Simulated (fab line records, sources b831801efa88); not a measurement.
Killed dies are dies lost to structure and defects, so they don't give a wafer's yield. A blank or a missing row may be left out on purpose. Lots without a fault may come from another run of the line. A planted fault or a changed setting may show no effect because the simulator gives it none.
fab line records | flow sky130
record lots=5 wafers=15 last_day=49
route steps=708 shown LDD_HVN@268 LDD_HVP@278 LDD_LDN@289 SPACER@304 POLY_CUT@307
lots that met no fault: from a run of the same line without faults
start_h: hours from the record's first day to the start of the lot's first wafer shown | wait_h: hours since the lot's step before | " the same as in the row above | L1.1+2: a row that stands for several wafers | - no value, or no start given | * or withheld: withheld | < > ~ a bound
route shown NAME@n: a module of which the file shows steps, and the number in the route of the first | usual: mean/standard deviation of fault-free wafers | same: alike in all rows | chamber/n: place in a boat | sites: the reading at each site | _std_site: their standard deviation | _edge_site: outer sites' mean less inner sites' | radius_mm: how far each site lies from the wafer's centre | mask NAME#n: copy n | behind: the tool/chamber that last shaped the wafer | hold: why the lot was held/for how many hours/how that ended | device: the transistor (n, p or np) that didn't switch | end of line: the same wafers' tests at the end of the route | a step without rows: its recipe alone | killed: dies lost to structure and defects at the first sort, not the wafer's yield | map: a wafer's dies, x killed, . not, _ none there
set.NAME: the setting as run; set.NAME@STEP: as run at that earlier step | model.NAME: the simulator's own value behind a step, which no gauge read
lots at some steps of the route; a table a step, a row a wafer
services: from which hour (start_h, from the record's first day; less than 0 if before it) a tool's chamber was out of use, for how many hours, and why
## steps
# step SKY_LDD_HVN_HMDS_01
# recipe prime_time_s=60 prime_temp_c=120
# usual prime_temp_c=120.00/0.13
# columns lot.wafer tool chamber start_h wait_h prime_temp_c
L076.2 litho_track-02 0 484.63 0.1 119.92
L076.4 " 0 " " 119.94
L076.6 " 0 " " 119.68
L079.1 litho_track-01 0 498.98 0.1 120.00
L079.2 " 0 " " 119.93
L079.3 " 0 " " 119.95
L083.1 litho_track-01 0 532.68 0.1 120.34
L083.2 " 0 " " 120.19
L083.6 " 0 " " 120.05
L089.1 litho_track-01 0 583.13 0.1 120.00
L089.2 " 0 " " 119.85
L089.5 " 0 " " 119.94
L090.1 litho_track-01 0 587.63 0.1 119.61
L090.3 " 0 " " 119.98
L090.6 " 0 " " 119.98
# step SKY_LDD_HVN_COAT_02
# recipe resist=NOVOLAK spin_rpm=3000 resist_thk_nm=300
# columns lot.wafer tool chamber start_h wait_h
L076.2+4+6 litho_track-02 0 484.78 0.1
L079.1+2+3 litho_track-01 0 499.13 0.1
L083.1+2+6 litho_track-01 0 532.83 0.1
L089.1+2+5 litho_track-01 0 583.28 0.1
L090.1+3+6 litho_track-01 0 587.78 0.1
# step SKY_LDD_HVN_SOFTBAKE_03
# recipe temp_c=90 time_s=60 resist=NOVOLAK
# columns lot.wafer tool chamber start_h wait_h
L076.2+4+6 litho_track-02 0 484.93 0.1
L079.1+2+3 litho_track-01 0 499.28 0.1
L083.1+2+6 litho_track-01 0 532.98 0.1
L089.1+2+5 litho_track-01 0 583.43 0.1
L090.1+3+6 litho_track-01 0 587.93 0.1
# step SKY_LDD_HVN_EXPOSE_04
# recipe mask_id=HVNTM na=0.6 source_shape=conventional sigma_outer=0.6 polarization=unpolarized target_cd_nm=700 dose_mj=127
# columns lot.wafer tool chamber start_h wait_h mask
L076.2+4+6 iline_stepper-01 0 - - HVNTM#0
L079.1+2+3 iline_stepper-01 0 - - HVNTM#0
L083.1+2+6 iline_stepper-02 0 - - HVNTM#0
L089.1+2+5 iline_stepper-02 0 - - HVNTM#0
L090.1+3+6 iline_stepper-02 0 - - HVNTM#0
# step SKY_LDD_HVN_PEB_05
# recipe temp_c=withheld time_s=* resist=NOVOLAK
# columns lot.wafer tool chamber start_h wait_h
L076.2+4+6 litho_track-01 0 - -
L079.1+2+3 litho_track-01 0 - -
L083.1+2+6 litho_track-02 0 - -
L089.1+2+5 litho_track-04 0 - -
L090.1+3+6 litho_track-02 0 - -
# step SKY_LDD_HVN_DEVELOP_06
# recipe resist=NOVOLAK developer=TMAH develop_time_s=60 dev_temp_c=23
# same develop_time_s=60
# columns lot.wafer tool chamber start_h wait_h
L076.2+4+6 litho_track-01 0 500.86 0.1
L079.1+2+3 litho_track-01 0 514.03 0.1
L083.1+2+6 litho_track-02 0 547.55 0.1
L089.1+2+5 litho_track-04 0 598.04 0.1
L090.1+3+6 litho_track-02 0 601.80 0.1
# step SKY_LDD_HVN_OVL_MEAS_07
# usual LDD_HVN_OVL=0.4/1.2
# columns lot.wafer tool chamber start_h wait_h LDD_HVN_OVL[nm]
L076.2 overlay-01 - 500.99 0.1 2.0
L076.4 " - " " 2.4
L076.6 " - " " 0.8
L079.1 overlay-02 - 514.18 0.1 -1.1
L079.2 " - " " -1.0
L079.3 " - " " 0.9
L083.1 overlay-02 - 547.70 0.1 1.2
L083.2 " - " " -0.4
L083.6 " - " " 1.2
L089.1 overlay-02 - 598.19 0.1 0.4
L089.2 " - " " 0.2
L089.5 " - " " 0.8
L090.1 overlay-01 - 601.95 0.1 -0.5
L090.3 " - " " 0.7
L090.6 " - " " 0.6
# step SKY_LDD_HVN_IMPLANT_08
# recipe species=P energy_kev=60 dose_cm2=3e+13 tilt_deg=40
# columns lot.wafer tool chamber start_h wait_h
L076.2+4+6 implanter-04 0 501.05 0.0
L079.1+2+3 implanter-03 0 514.22 0.0
L083.1+2+6 implanter-02 0 547.74 0.0
L089.1+2+5 implanter-03 0 598.23 0.0
L090.1+3+6 implanter-02 0 601.99 0.0
# step SKY_LDD_HVN_STRIP_09
# recipe chemistry=O2/N2 power_w=1400 pressure_mtorr=1500 platen_temp_c=withheld o2_flow_sccm=3000 n2_flow_sccm=300 overash_fraction=0.5
# usual chamber_pressure_mTorr=1500.0/1.2 drypump_motor_current_A=5.73/0.29 oes_product_au=0.408/0.0046 strip_time_to_endpoint_s=4.135/0.015
# columns lot.wafer tool chamber start_h wait_h chamber_pressure_mTorr drypump_motor_current_A oes_product_au rf_hours_counter_h strip_time_to_endpoint_s
L076.2 plasma_asher-01 0 501.17 0.1 1501.4 5.84 0.409 37 4.119
L076.4 " 0 " " 1500.9 5.82 0.407 - 4.111
L076.6 " 1 " " 1500.9 6.35 0.409 - 4.113
L079.1 plasma_asher-04 1 514.37 0.1 1497.2 5.92 0.415 70 4.144
L079.2 " 0 " " 1498.3 5.61 0.406 70 4.129
L079.3 " 0 " " 1500.1 5.56 0.415 - 4.147
L083.1 plasma_asher-01 0 547.89 0.1 1499.9 5.83 0.401 42 4.146
L083.2 " 1 " " 1500.5 6.32 0.412 42 4.143
L083.6 " 0 " " 1501.0 5.84 0.409 - 4.144
L089.1 plasma_asher-03 0 598.38 0.1 1499.8 5.53 0.404 92 4.122
L089.2 " 1 " " 1498.9 5.44 0.410 92 4.128
L089.5 " 1 " " 1501.7 5.44 0.413 - 4.135
L090.1 plasma_asher-03 0 602.14 0.1 1500.1 5.50 0.407 93 4.141
L090.3 " 0 " " 1497.9 5.49 0.405 - 4.153
L090.6 " 0 " " 1500.8 5.49 0.406 - 4.158
# step SKY_LDD_HVN_TW_MEAS_10
# usual LDD_HVN_TW=1428/18
# columns lot.wafer tool chamber start_h wait_h LDD_HVN_TW
L076.2 film_metro-04 - 501.28 0.1 1408
L076.4 " - " " 1407
L076.6 " - " " 1403
L079.1 film_metro-03 - 514.47 0.1 1432
L079.2 " - " " 1440
L079.3 " - " " 1438
L083.1 film_metro-03 - 547.99 0.1 1426
L083.2 " - " " 1434
L083.6 " - " " 1432
L089.1 film_metro-01 - 598.48 0.1 1451
L089.2 " - " " 1455
L089.5 " - " " 1455
L090.1 film_metro-04 - 602.24 0.1 1416
L090.3 " - " " 1408
L090.6 " - " " 1410
# step SKY_LDD_HVP_DEHYDRATE_00
# recipe temp_c=200 time_s=60
# columns lot.wafer tool chamber start_h wait_h
L076.2+4+6 litho_track-01 0 515.41 14.1
L079.1+2+3 litho_track-01 0 528.93 14.5
L083.1+2+6 litho_track-03 0 562.20 14.2
L089.1+2+5 litho_track-03 0 612.45 14.0
L090.1+3+6 litho_track-01 0 617.08 14.8
# step SKY_LDD_HVP_HMDS_01
# recipe prime_time_s=60 prime_temp_c=120
# usual prime_temp_c=119.99/0.13
# columns lot.wafer tool chamber start_h wait_h prime_temp_c
L076.2 litho_track-01 0 515.56 0.1 120.07
L076.4 " 0 " " 119.98
L076.6 " 0 " " 119.90
L079.1 litho_track-01 0 529.08 0.1 119.98
L079.2 " 0 " " 120.09
L079.3 " 0 " " 120.16
L083.1 litho_track-03 0 562.35 0.1 120.01
L083.2 " 0 " " 119.99
L083.6 " 0 " " 120.12
L089.1 litho_track-03 0 612.60 0.1 120.10
L089.2 " 0 " " 120.13
L089.5 " 0 " " 119.85
L090.1 litho_track-01 0 617.23 0.1 119.87
L090.3 " 0 " " 119.84
L090.6 " 0 " " 119.90
# step SKY_LDD_HVP_COAT_02
# recipe resist=NOVOLAK spin_rpm=3000 resist_thk_nm=300
# columns lot.wafer tool chamber start_h wait_h
L076.2+4+6 litho_track-01 0 515.71 0.1
L079.1+2+3 litho_track-01 0 529.23 0.1
L083.1+2+6 litho_track-03 0 562.50 0.1
L089.1+2+5 litho_track-03 0 612.75 0.1
L090.1+3+6 litho_track-01 0 617.38 0.1
# step SKY_LDD_HVP_SOFTBAKE_03
# recipe temp_c=90 time_s=60 resist=NOVOLAK
# columns lot.wafer tool chamber start_h wait_h
L076.2+4+6 litho_track-01 0 515.86 0.1
L079.1+2+3 litho_track-01 0 529.38 0.1
L083.1+2+6 litho_track-03 0 562.65 0.1
L089.1+2+5 litho_track-03 0 612.90 0.1
L090.1+3+6 litho_track-01 0 617.53 0.1
# step SKY_LDD_HVP_EXPOSE_04
# recipe mask_id=HVPTM na=0.6 source_shape=conventional sigma_outer=0.6 polarization=unpolarized target_cd_nm=700 dose_mj=86
# columns lot.wafer tool chamber start_h wait_h mask
L076.2+4+6 iline_stepper-01 0 - - HVPTM#0
L079.1+2+3 iline_stepper-02 0 - - HVPTM#0
L083.1+2+6 iline_stepper-02 0 - - HVPTM#0
L089.1+2+5 iline_stepper-02 0 - - HVPTM#0
L090.1+3+6 iline_stepper-01 0 - - HVPTM#0
# step SKY_LDD_HVP_PEB_05
# recipe temp_c=withheld time_s=* resist=NOVOLAK
# columns lot.wafer tool chamber start_h wait_h
L076.2+4+6 litho_track-04 0 - -
L079.1+2+3 litho_track-04 0 - -
L083.1+2+6 litho_track-01 0 - -
L089.1+2+5 litho_track-01 0 - -
L090.1+3+6 litho_track-04 0 - -
# step SKY_LDD_HVP_DEVELOP_06
# recipe resist=NOVOLAK developer=TMAH develop_time_s=60 dev_temp_c=23
# same develop_time_s=60
# columns lot.wafer tool chamber start_h wait_h
L076.2+4+6 litho_track-04 0 530.47 0.1
L079.1+2+3 litho_track-04 0 543.89 0.1
L083.1+2+6 litho_track-01 0 577.48 0.1
L089.1+2+5 litho_track-01 0 626.88 0.1
L090.1+3+6 litho_track-04 0 631.29 0.1
# step SKY_LDD_HVP_OVL_MEAS_07
# usual LDD_HVP_OVL=0.4/1.1
# columns lot.wafer tool chamber start_h wait_h LDD_HVP_OVL[nm]
L076.2 overlay-02 - 530.60 0.1 0.3
L076.4 " - " " 1.8
L076.6 " - " " 1.8
L079.1 overlay-01 - 544.04 0.1 0.5
L079.2 " - " " 1.3
L079.3 " - " " 2.1
L083.1 overlay-02 - 577.63 0.1 0.6
L083.2 " - " " -0.8
L083.6 " - " " -0.1
L089.1 overlay-02 - 627.03 0.1 0.5
L089.2 " - " " 0.0
L089.5 " - " " -0.6
L090.1 overlay-01 - 631.44 0.1 -1.0
L090.3 " - " " -1.5
L090.6 " - " " -0.4
# step SKY_LDD_HVP_IMPLANT_08
# recipe species=B energy_kev=20 dose_cm2=1.7e+13 tilt_deg=17.9
# columns lot.wafer tool chamber start_h wait_h
L076.2+4+6 implanter-04 0 530.65 0.0
L079.1+2+3 implanter-01 0 544.08 0.0
L083.1+2+6 implanter-02 0 577.67 0.0
L089.1+2+5 implanter-02 0 627.07 0.0
L090.1+3+6 implanter-01 0 631.48 0.0
# step SKY_LDD_HVP_STRIP_09
# recipe chemistry=O2/N2 power_w=1400 pressure_mtorr=1500 platen_temp_c=withheld o2_flow_sccm=3000 n2_flow_sccm=300 overash_fraction=0.5
# usual chamber_pressure_mTorr=1500.0/1.6 drypump_motor_current_A=5.6/0.32 oes_product_au=0.408/0.0045 strip_time_to_endpoint_s=4.134/0.015
# columns lot.wafer tool chamber start_h wait_h chamber_pressure_mTorr drypump_motor_current_A oes_product_au rf_hours_counter_h strip_time_to_endpoint_s
L076.2 plasma_asher-03 1 530.78 0.1 1498.3 5.5 0.408 85 4.134
L076.4 " 0 " " 1497.6 5.5 0.404 - 4.120
L076.6 " 1 " " 1499.7 5.4 0.407 - 4.120
L079.1 plasma_asher-02 0 544.23 0.1 1497.1 5.5 0.409 11 4.142
L079.2 " 1 " " 1497.6 5.4 0.407 11 4.128
L079.3 " 0 " " 1500.4 5.5 0.404 - 4.125
L083.1 plasma_asher-03 1 577.82 0.1 1501.5 5.4 0.409 90 4.166
L083.2 " 0 " " 1497.5 5.5 0.407 90 4.129
L083.6 " 0 " " 1503.2 5.5 0.400 - 4.150
L089.1 plasma_asher-03 0 627.22 0.1 1500.0 5.5 0.409 96 4.148
L089.2 " 1 " " 1501.3 5.4 0.398 96 4.135
L089.5 " 0 " " 1500.0 5.5 0.410 - 4.136
L090.1 plasma_asher-02 0 631.63 0.1 1502.1 5.5 0.400 20 4.155
L090.3 " 1 " " 1499.8 5.4 0.413 - 4.126
L090.6 " 0 " " 1499.5 5.5 0.412 - 4.130
# step SKY_LDD_HVP_TW_MEAS_10
# usual LDD_HVP_TW=451/3.4
# columns lot.wafer tool chamber start_h wait_h LDD_HVP_TW
L076.2 film_metro-02 - 530.89 0.1 452
L076.4 " - " " 453
L076.6 " - " " 451
L079.1 film_metro-02 - 544.33 0.1 454
L079.2 " - " " 451
L079.3 " - " " 451
L083.1 film_metro-02 - 577.92 0.1 456
L083.2 " - " " 454
L083.6 " - " " 452
L089.1 film_metro-02 - 627.32 0.1 448
L089.2 " - " " 453
L089.5 " - " " 453
L090.1 film_metro-03 - 631.73 0.1 454
L090.3 " - " " 454
L090.6 " - " " 452
# step SKY_LDD_LDN_DEHYDRATE_00
# recipe temp_c=200 time_s=60
# columns lot.wafer tool chamber start_h wait_h
L076.2+4+6 litho_track-03 0 545.58 14.7
L079.1+2+3 litho_track-01 0 558.68 14.3
L083.1+2+6 litho_track-03 0 592.35 14.4
L089.1+2+5 litho_track-01 0 641.08 13.8
L090.1+3+6 litho_track-03 0 646.05 14.3
# step SKY_LDD_LDN_HMDS_01
# recipe prime_time_s=60 prime_temp_c=120
# usual prime_temp_c=120.00/0.13
# columns lot.wafer tool chamber start_h wait_h prime_temp_c
L076.2 litho_track-03 0 545.73 0.1 119.95
L076.4 " 0 " " 120.16
L076.6 " 0 " " 120.05
L079.1 litho_track-01 0 558.83 0.1 119.91
L079.2 " 0 " " 119.94
L079.3 " 0 " " 119.95
L083.1 litho_track-03 0 592.50 0.1 120.31
L083.2 " 0 " " 120.13
L083.6 " 0 " " 120.19
L089.1 litho_track-01 0 641.23 0.1 120.01
L089.2 " 0 " " 119.81
L089.5 " 0 " " 119.91
L090.1 litho_track-03 0 646.20 0.1 120.01
L090.3 " 0 " " 120.02
L090.6 " 0 " " 120.16
# step SKY_LDD_LDN_COAT_02
# recipe resist=NOVOLAK spin_rpm=3000 resist_thk_nm=1140
# columns lot.wafer tool chamber start_h wait_h
L076.2+4+6 litho_track-03 0 545.88 0.1
L079.1+2+3 litho_track-01 0 558.98 0.1
L083.1+2+6 litho_track-03 0 592.65 0.1
L089.1+2+5 litho_track-01 0 641.38 0.1
L090.1+3+6 litho_track-03 0 646.35 0.1
# step SKY_LDD_LDN_SOFTBAKE_03
# recipe temp_c=90 time_s=60 resist=NOVOLAK
# columns lot.wafer tool chamber start_h wait_h
L076.2+4+6 litho_track-03 0 546.03 0.1
L079.1+2+3 litho_track-01 0 559.13 0.1
L083.1+2+6 litho_track-03 0 592.80 0.1
L089.1+2+5 litho_track-01 0 641.53 0.1
L090.1+3+6 litho_track-03 0 646.50 0.1
# step SKY_LDD_LDN_EXPOSE_04
# recipe mask_id=LDNTM na=0.6 source_shape=conventional sigma_outer=0.6 polarization=unpolarized target_cd_nm=700 dose_mj=140
# columns lot.wafer tool chamber start_h wait_h mask
L076.2+4+6 iline_stepper-01 0 - - LDNTM#0
L079.1+2+3 iline_stepper-01 0 - - LDNTM#0
L083.1+2+6 iline_stepper-01 0 - - LDNTM#0
L089.1+2+5 iline_stepper-01 0 - - LDNTM#0
L090.1+3+6 iline_stepper-02 0 - - LDNTM#0
# step SKY_LDD_LDN_PEB_05
# recipe temp_c=withheld time_s=* resist=NOVOLAK
# columns lot.wafer tool chamber start_h wait_h
L076.2+4+6 litho_track-01 0 - -
L079.1+2+3 litho_track-01 0 - -
L083.1+2+6 litho_track-02 0 - -
L089.1+2+5 litho_track-03 0 - -
L090.1+3+6 litho_track-02 0 - -
# step SKY_LDD_LDN_DEVELOP_06
# recipe resist=NOVOLAK developer=TMAH develop_time_s=60 dev_temp_c=23
# same develop_time_s=60
# columns lot.wafer tool chamber start_h wait_h
L076.2+4+6 litho_track-01 0 561.01 0.1
L079.1+2+3 litho_track-01 0 573.08 0.1
L083.1+2+6 litho_track-02 0 607.40 0.1
L089.1+2+5 litho_track-03 0 655.75 0.1
L090.1+3+6 litho_track-02 0 660.20 0.1
# step SKY_LDD_LDN_OVL_MEAS_07
# usual LDD_LDN_OVL=0.6/1.6
# columns lot.wafer tool chamber start_h wait_h LDD_LDN_OVL[nm]
L076.2 overlay-02 - 561.14 0.1 -0.6
L076.4 " - " " -0.6
L076.6 " - " " -0.3
L079.1 overlay-01 - 573.23 0.1 1.2
L079.2 " - " " 0.5
L079.3 " - " " 0.5
L083.1 overlay-02 - 607.55 0.1 1.2
L083.2 " - " " 2.2
L083.6 " - " " 2.4
L089.1 overlay-02 - 655.90 0.1 1.4
L089.2 " - " " 0.6
L089.5 " - " " 0.5
L090.1 overlay-02 - 660.35 0.1 1.2
L090.3 " - " " -0.6
L090.6 " - " " 2.8
# step SKY_LDD_LDN_IMPLANT_08
# recipe species=As energy_kev=15 dose_cm2=1.25e+13 tilt_deg=withheld rotation_deg=23
# columns lot.wafer tool chamber start_h wait_h
L076.2+4+6 implanter-03 0 561.20 0.0
L079.1+2+3 implanter-03 0 573.27 0.0
L083.1+2+6 implanter-01 0 607.59 0.0
L089.1+2+5 implanter-01 0 655.94 0.0
L090.1+3+6 implanter-03 0 660.39 0.0
# step SKY_LDD_LDN_IMPLANT_09
# recipe species=As energy_kev=15 dose_cm2=1.25e+13 tilt_deg=withheld rotation_deg=113
# columns lot.wafer tool chamber start_h wait_h
L076.2+4+6 implanter-03 0 561.35 0.1
L079.1+2+3 implanter-03 0 573.42 0.1
L083.1+2+6 implanter-01 0 607.74 0.1
L089.1+2+5 implanter-01 0 656.09 0.1
L090.1+3+6 implanter-03 0 660.54 0.1
# step SKY_LDD_LDN_IMPLANT_10
# recipe species=As energy_kev=15 dose_cm2=1.25e+13 tilt_deg=withheld rotation_deg=203
# columns lot.wafer tool chamber start_h wait_h
L076.2+4+6 implanter-03 0 561.50 0.1
L079.1+2+3 implanter-03 0 573.57 0.1
L083.1+2+6 implanter-01 0 607.89 0.1
L089.1+2+5 implanter-01 0 656.24 0.1
L090.1+3+6 implanter-03 0 660.69 0.1
# step SKY_LDD_LDN_IMPLANT_11
# recipe species=As energy_kev=15 dose_cm2=1.25e+13 tilt_deg=withheld rotation_deg=293
# columns lot.wafer tool chamber start_h wait_h
L076.2+4+6 implanter-03 0 561.65 0.1
L079.1+2+3 implanter-03 0 573.72 0.1
L083.1+2+6 implanter-01 0 608.04 0.1
L089.1+2+5 implanter-01 0 656.39 0.1
L090.1+3+6 implanter-03 0 660.84 0.1
# step SKY_LDD_LDN_STRIP_12
# recipe chemistry=O2/N2 power_w=1400 pressure_mtorr=1500 platen_temp_c=withheld o2_flow_sccm=3000 n2_flow_sccm=300 overash_fraction=0.5
# usual chamber_pressure_mTorr=1500.0/1.5 drypump_motor_current_A=5.54/0.18 oes_product_au=0.716/0.0046 strip_time_to_endpoint_s=14.18/0.035
# columns lot.wafer tool chamber start_h wait_h chamber_pressure_mTorr drypump_motor_current_A oes_product_au rf_hours_counter_h strip_time_to_endpoint_s
L076.2 plasma_asher-04 0 561.77 0.1 1500.8 5.58 0.709 75 14.17
L076.4 " 0 " " 1502.4 5.59 0.712 - 14.14
L076.6 " 0 " " 1499.5 5.61 0.718 - 14.16
L079.1 plasma_asher-02 0 573.87 0.1 1501.6 5.46 0.714 14 14.17
L079.2 " 1 " " 1501.3 5.41 0.714 14 14.12
L079.3 " 1 " " 1497.8 5.40 0.724 - 14.18
L083.1 plasma_asher-03 0 608.19 0.1 1499.4 5.45 0.723 94 14.17
L083.2 " 1 " " 1502.8 5.43 0.723 94 14.17
L083.6 " 0 " " 1501.7 5.45 0.715 - 14.19
L089.1 plasma_asher-03 0 656.54 0.1 1502.1 5.45 0.713 98 14.15
L089.2 " 1 " " 1498.7 5.45 0.709 98 14.17
L089.5 " 1 " " 1499.0 5.45 0.717 - 14.12
L090.1 plasma_asher-04 1 660.99 0.1 1502.0 5.92 0.712 86 14.16
L090.3 " 0 " " 1498.4 5.60 0.723 - 14.15
L090.6 " 1 " " 1498.4 5.91 0.719 - 14.15
# step SKY_LDD_LDN_TW_MEAS_13
# usual LDD_LDN_TW=1469/12
# columns lot.wafer tool chamber start_h wait_h LDD_LDN_TW
L076.2 film_metro-02 - 561.88 0.1 1458
L076.4 " - " " 1464
L076.6 " - " " 1454
L079.1 film_metro-01 - 573.97 0.1 1482
L079.2 " - " " 1483
L079.3 " - " " 1490
L083.1 film_metro-02 - 608.29 0.1 1460
L083.2 " - " " 1459
L083.6 " - " " 1463
L089.1 film_metro-01 - 656.64 0.1 1472
L089.2 " - " " 1483
L089.5 " - " " 1487
L090.1 film_metro-02 - 661.09 0.1 1464
L090.3 " - " " 1457
L090.6 " - " " 1463
# step SKY_LDD_LDN_CLEAN_14
# recipe chemistry=SC1/SC2 mix=1:4:20 temp_c=70 time_s=150 dry=n2_spin
# columns lot.wafer tool chamber start_h wait_h
L076.2+4+6 wet_bench-01 0 561.93 0.0
L079.1+2+3 wet_bench-04 2 574.03 0.1
L083.1+2+6 wet_bench-01 0 608.35 0.1
L089.1+2+5 wet_bench-01 2 656.70 0.1
L090.1+3+6 wet_bench-02 3 661.15 0.1
# step SKY_SPACER_CVD_00
# recipe material=Si3N4 precursor=DCS/NH3 target_thk_nm=43.1 temp_c=770 time_s=740 pressure_mtorr=250
# usual zone_power_centre_pct=11.6/0.52
# columns lot.wafer tool chamber start_h wait_h zone_power_centre_pct
L076.2 lpcvd-02 1 562.76 0.8 12.0
L076.4 " 1 " " 12.0
L076.6 " 1 " " 12.0
L079.1 lpcvd-02 1 574.08 0.0 11.9
L079.2 " 1 " " 12.3
L079.3 " 1 " " 12.0
L083.1 lpcvd-02 0 608.40 0.0 11.2
L083.2 " 0 " " 11.1
L083.6 " 0 " " 10.9
L089.1 lpcvd-02 0 657.45 0.7 10.9
L089.2 " 0 " " 11.0
L089.5 " 0 " " 11.0
L090.1 lpcvd-02 1 662.52 1.3 12.1
L090.3 " 1 " " 12.0
L090.6 " 1 " " 12.0
# step SKY_SPACER_THK_MEAS_01
# recipe reads=Si3N4_of_SPACER_CVD_00
# usual SPACER_CVD_00_THK=43.3/0.44
# columns lot.wafer tool chamber start_h wait_h SPACER_CVD_00_THK[nm]
L076.2 film_metro-01 - 563.98 0.0 42.5
L076.4 " - " " 42.5
L076.6 " - " " 42.5
L079.1 film_metro-03 - 575.29 0.0 43.2
L079.2 " - " " 43.0
L079.3 " - " " 43.0
L083.1 film_metro-03 - 609.61 0.0 43.6
L083.2 " - " " 43.6
L083.6 " - " " 43.3
L089.1 film_metro-02 - 658.65 0.0 43.7
L089.2 " - " " 43.0
L089.5 " - " " 43.5
L090.1 film_metro-01 - 663.72 0.0 43.8
L090.3 " - " " 43.4
L090.6 " - " " 43.8
# step SKY_SPACER_ETCHBACK_02
# recipe chemistry=CH3F/O2 target=Si3N4 stop_on=SiO2 source_w=400 bias_w=80 pressure_mtorr=25 ch3f_flow_sccm=40 O2_flow_sccm=30 time_s=46.7 target_depth_a=450
# usual chamber_pressure_mTorr=25.000/0.022 drypump_motor_current_A=6.0/0.43 oes_product_au=0.857/0.007 throttle_valve_pct=10.563/0.0097
# columns lot.wafer tool chamber start_h wait_h chamber_pressure_mTorr drypump_motor_current_A oes_product_au rf_hours_counter_h throttle_valve_pct
L076.2 rie_diel-02 3 564.03 0.0 24.989 5.6 0.853 4 10.561
L076.4 " 3 " " 25.014 5.6 0.848 - 10.571
L076.6 " 2 " " 24.976 6.2 0.851 - 10.556
L079.1 rie_diel-02 2 575.35 0.1 25.029 6.2 0.855 1 10.565
L079.2 " 3 " " 25.003 5.6 0.853 4 10.560
L079.3 " 0 " " 24.990 6.0 0.857 8 10.562
L083.1 rie_diel-01 2 609.67 0.1 24.974 6.5 0.856 5 10.556
L083.2 " 3 " " 24.985 5.4 0.851 15 10.555
L083.6 " 2 " " 25.003 6.5 0.858 - 10.566
L089.1 rie_diel-02 2 658.71 0.1 24.942 6.2 0.867 4 10.545
L089.2 " 3 " " 24.999 5.6 0.852 6 10.561
L089.5 " 2 " " 24.992 6.2 0.855 - 10.584
L090.1 rie_diel-01 2 663.78 0.1 25.022 6.4 0.859 6 10.547
L090.3 " 1 " " 24.984 6.7 0.860 1 10.577
L090.6 " 0 " " 25.007 5.9 0.864 - 10.553
# step SKY_POLY_CUT_DEHYDRATE_00
# recipe temp_c=200 time_s=60
# columns lot.wafer tool chamber start_h wait_h
L076.2+4+6 litho_track-03 0 578.23 14.2
L079.1+2+3 litho_track-04 0 589.94 14.6
L083.1+2+6 litho_track-02 0 623.60 13.9
L089.1+2+5 litho_track-04 0 671.84 13.1
L090.1+3+6 litho_track-04 0 677.29 13.5
# step SKY_POLY_CUT_HMDS_01
# recipe prime_time_s=60 prime_temp_c=120
# usual prime_temp_c=119.99/0.12
# columns lot.wafer tool chamber start_h wait_h prime_temp_c
L076.2 litho_track-03 0 578.38 0.1 120.01
L076.4 " 0 " " 120.05
L076.6 " 0 " " 120.02
L079.1 litho_track-04 0 590.09 0.1 120.10
L079.2 " 0 " " 120.07
L079.3 " 0 " " 120.12
L083.1 litho_track-02 0 623.75 0.1 120.05
L083.2 " 0 " " 119.99
L083.6 " 0 " " 119.81
L089.1 litho_track-04 0 671.99 0.1 120.03
L089.2 " 0 " " 120.24
L089.5 " 0 " " 120.16
L090.1 litho_track-04 0 677.44 0.1 119.98
L090.3 " 0 " " 120.10
L090.6 " 0 " " 119.93
# step SKY_POLY_CUT_COAT_02
# recipe resist=BARC temp_c=withheld time_s=withheld spin_rpm=3000 resist_thk_nm=60
# columns lot.wafer tool chamber start_h wait_h
L076.2+4+6 litho_track-03 0 578.53 0.1
L079.1+2+3 litho_track-04 0 590.24 0.1
L083.1+2+6 litho_track-02 0 623.90 0.1
L089.1+2+5 litho_track-04 0 672.14 0.1
L090.1+3+6 litho_track-04 0 677.59 0.1
# step SKY_POLY_CUT_COAT_03
# recipe resist=KrF-thick spin_rpm=3000 resist_thk_nm=450
# columns lot.wafer tool chamber start_h wait_h
L076.2+4+6 litho_track-03 0 - -
L079.1+2+3 litho_track-04 0 - -
L083.1+2+6 litho_track-02 0 - -
L089.1+2+5 litho_track-04 0 - -
L090.1+3+6 litho_track-04 0 - -
# step SKY_POLY_CUT_SOFTBAKE_04
# recipe temp_c=100 time_s=90 resist=KrF-thick
# columns lot.wafer tool chamber start_h wait_h
L076.2+4+6 litho_track-03 0 - -
L079.1+2+3 litho_track-04 0 - -
L083.1+2+6 litho_track-02 0 - -
L089.1+2+5 litho_track-04 0 - -
L090.1+3+6 litho_track-04 0 - -
# step SKY_POLY_CUT_EXPOSE_05
# recipe mask_id=NPCM na=0.8 source_shape=annular sigma_inner=0.55 sigma_outer=0.85 target_cd_nm=270 dose_mj=32
# columns lot.wafer tool chamber start_h wait_h mask
L076.2+4+6 krf_scanner-01 0 - - NPCM#0
L079.1+2+3 krf_scanner-02 0 - - NPCM#0
L083.1+2+6 krf_scanner-01 0 - - NPCM#0
L089.1+2+5 krf_scanner-02 0 - - NPCM#0
L090.1+3+6 krf_scanner-01 0 - - NPCM#0
# step SKY_POLY_CUT_PEB_06
# recipe peb_temp_c=withheld peb_time_s=withheld resist=KrF-thick
# columns lot.wafer tool chamber start_h wait_h
L076.2+4+6 litho_track-02 0 - -
L079.1+2+3 litho_track-04 0 - -
L083.1+2+6 litho_track-02 0 - -
L089.1+2+5 litho_track-04 0 - -
L090.1+3+6 litho_track-04 0 - -
# step SKY_POLY_CUT_DEVELOP_07
# recipe develop_time_s=60 resist=KrF-thick dev_temp_c=21
# same develop_time_s=60
# columns lot.wafer tool chamber start_h wait_h
L076.2+4+6 litho_track-02 0 - -
L079.1+2+3 litho_track-04 0 - -
L083.1+2+6 litho_track-02 0 - -
L089.1+2+5 litho_track-04 0 - -
L090.1+3+6 litho_track-04 0 - -
## services
# columns tool chamber start_h hours kind
krf_scanner-01 - 467.39 0.8 pm
implanter-03 - 480.14 6.2 repair
krf_scanner-01 - 480.26 0.9 repair
implanter-03 - 509.17 2.9 repair
rie_diel-02 0 513.16 8.1 repair
krf_scanner-01 - 540.51 1.0 pm
rie_diel-02 - 548.77 1.0 repair
rie_diel-02 1 551.71 3.1 repair
lpcvd-02 - 554.84 1.1 repair
rie_diel-02 1 558.77 5.4 repair
iline_stepper-01 - 570.32 1.7 pm
implanter-03 - 574.23 4.9 pm
implanter-02 - 586.24 3.1 repair
krf_scanner-01 - 590.84 1.3 pm
iline_stepper-02 - 593.68 14.4 repair
lpcvd-02 - 615.83 0.6 repair
lpcvd-02 - 620.50 0.6 repair
iline_stepper-01 - 621.66 8.8 repair
implanter-03 - 645.13 2.7 pm
implanter-01 - 651.90 1.8 repair
iline_stepper-02 - 656.21 1.7 pm
lpcvd-02 - 660.05 1.4 repair
lpcvd-02 - 665.59 0.4 repair
lpcvd-02 - 678.36 6.1 pm
## key
fault none
